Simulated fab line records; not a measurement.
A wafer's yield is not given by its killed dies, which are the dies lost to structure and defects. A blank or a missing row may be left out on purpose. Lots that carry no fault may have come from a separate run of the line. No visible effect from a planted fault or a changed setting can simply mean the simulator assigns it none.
Comparing a struck lot with a sound one | flow sky130 | 16 steps out of a route of 708
Sound: the wafers L278.2, L278.4, L278.6. Wafers L285.1, L285.4, L285.5 were the ones struck. The cause is named last.
Each step with rows lists, per side, the tool, then ch with its chambers, then its first start. Under that, the readings that differ: sound wafers | struck wafers | difference of the means | sigmas: that difference in standard deviations of wafers without a fault.
alike: words and numbers the same on both sides, and readings whose means are apart by under 2 such deviations; not compared: readings that were withheld, readings missing a value for some wafer, numbers with overlapping values and no deviation given by the record, and bounds like >300 which may hide the same value.
A row with sigmas, a row that says differs or no value, or rows on one side alone: a step with any of these is where the two part. Numbers that don't overlap but have no deviation are shown without sigmas and don't part them. Lack of a reading on every wafer of one side parts them only where that side has two or more wafers.

first, 5 steps without rows for these wafers: SKY_SONOS_TUNNEL_COAT_02 (resist thk 1140 nm); SKY_SONOS_TUNNEL_SOFTBAKE_03 (time 60 s); SKY_SONOS_TUNNEL_EXPOSE_04 (exposes mask TUNM, target cd 410 nm); SKY_SONOS_TUNNEL_PEB_05; SKY_SONOS_TUNNEL_DEVELOP_06 (develop time 60 s).
SKY_SONOS_TUNNEL_CD_MEAS_07: the cd target is 410 nm.
  sound: cd_sem-01 at day 12 20:53; struck: cd_sem-01 at day 15 00:22
  alike: cd_nm
SKY_SONOS_TUNNEL_OVL_MEAS_08:
  sound: overlay-02 at day 12 20:59; struck: overlay-02 at day 15 00:29
  alike: SONOS_TUNNEL_OVL
then, 3 steps without rows for these wafers: SKY_SONOS_TUNNEL_IMPLANT_09; SKY_SONOS_TUNNEL_WET_ETCH_10 (etches SiO2 in dHF, target depth 14 nm, time 280 s); SKY_SONOS_TUNNEL_STRIP_11 (strips in SPM, time 600 s).
SKY_SONOS_TUNNEL_TW_MEAS_12:
  sound: film_metro-04 at day 12 21:26; struck: film_metro-01 at day 15 00:56
  reading         | sound       | struck      | difference | sigmas
  SONOS_TUNNEL_TW | 202 202 202 | 195 196 195 | -7         | -2
then, 1 step without rows for these wafers: SKY_SONOS_TUNNEL_CLEAN_13 (cleans in dHF, time 20 s).
SKY_SONOS_ONO_OXIDATION_00: stabilise 600 s, purge 300 s, target thk 2.6 nm.
  sound on furnace-01 ch 0, day 12 22:26; struck on furnace-01 ch 0, day 15 02:05
  reading                                          | sound             | struck            | difference | sigmas
  spike_tc_centre_C (C)                            | 800.2 800.1 797.9 | 795.7 794.9 795.6 | -4.0       | -2
  spike_tc_upper_C (C)                             | 799.7 801.0 800.6 | 833.6 832.2 832.6 | +32.4      | +29
  zone_power_top_pct (%)                           | 28.2 28.2 28.6    | 22.5 22.3 22.2    | -6.0       | -12
  zone_power_upper_pct (%)                         | 16.6 16.4 16.5    | 28.9 28.1 28.7    | +12.1      | +9
  model.SiO2_of_SONOS_ONO_OXIDATION_00.thk_nm (nm) | 2.562 2.54 2.548  | 3.025 3.115 3.131 | +0.540     |
  alike: ramp_up_c_per_min
SKY_SONOS_ONO_THK_MEAS_01:
  sound: film_metro-03 at day 12 23:47; struck: film_metro-03 at day 15 03:26
  reading                      | sound          | struck         | difference | sigmas
  SONOS_ONO_OXIDATION_THK (nm) | 2.57 2.58 2.58 | 2.99 3.08 3.10 | +0.48      | +9
then, 1 step without rows for these wafers: SKY_SONOS_ONO_CVD_02 (deposits Si3N4 from DCS/NH3, target thk 10.5 nm, time 180 s).
-- the record jumps here: 33 days lie between the struck wafers' starts before and after (it left off in module SONOS_ONO and takes up again in module PAD_OPEN, whose first step shown is number 708 of the route) --
SKY_PAD_OPEN_PROBE_99:
  sound: prober-02 at day 47 06:07; struck: prober-01 at day 48 14:16
  reading                               | sound                   | struck                  | difference | sigmas
  model.etest.sonos_erased.drive_ua_um  | 182.5 170.2 190.3       | 111 96.26 88.96         | -82        |
  model.etest.cap_ono.gate_log10_a_cm2  | -7.89 -7.88 -8.123      | -8.655 -8.861 -9.045    | -0.889     |
  model.etest.sonos_erased.vt_v (V)     | -2.265 -2.284 -2.221    | -1.646 -1.418 -1.306    | +0.800     |
  model.etest.cap_ono.tox_acc_nm (nm)   | 12.88 12.85 13          | 13.49 13.54 13.69       | +0.66      |
  model.etest.sonos_programmed.vt_v (V) | 1.485 1.478 1.376       | 1.236 1.143 1.106       | -0.285     |
  model.etest.sonos_baked.vt_less_v (V) | -0.5175 -0.5734 -0.5278 | -0.2934 -0.3009 -0.3321 | +0.2308    |
  alike: killed_at_M0_to_M3, killed_at_M4_up, killed_at_contacts, killed_at_front_end, killed_at_other, killed_dies, killed_open, killed_short
  not compared: model.etest.cap_ono.gate_bv_v

== WHERE THEY PART ==
First at SKY_SONOS_TUNNEL_TW_MEAS_12; last, within this record, at SKY_SONOS_ONO_THK_MEAS_01. Later steps at which nothing parts them and some readings are alike: SKY_PAD_OPEN_PROBE_99.

WHY: whatever the simulator had introduced
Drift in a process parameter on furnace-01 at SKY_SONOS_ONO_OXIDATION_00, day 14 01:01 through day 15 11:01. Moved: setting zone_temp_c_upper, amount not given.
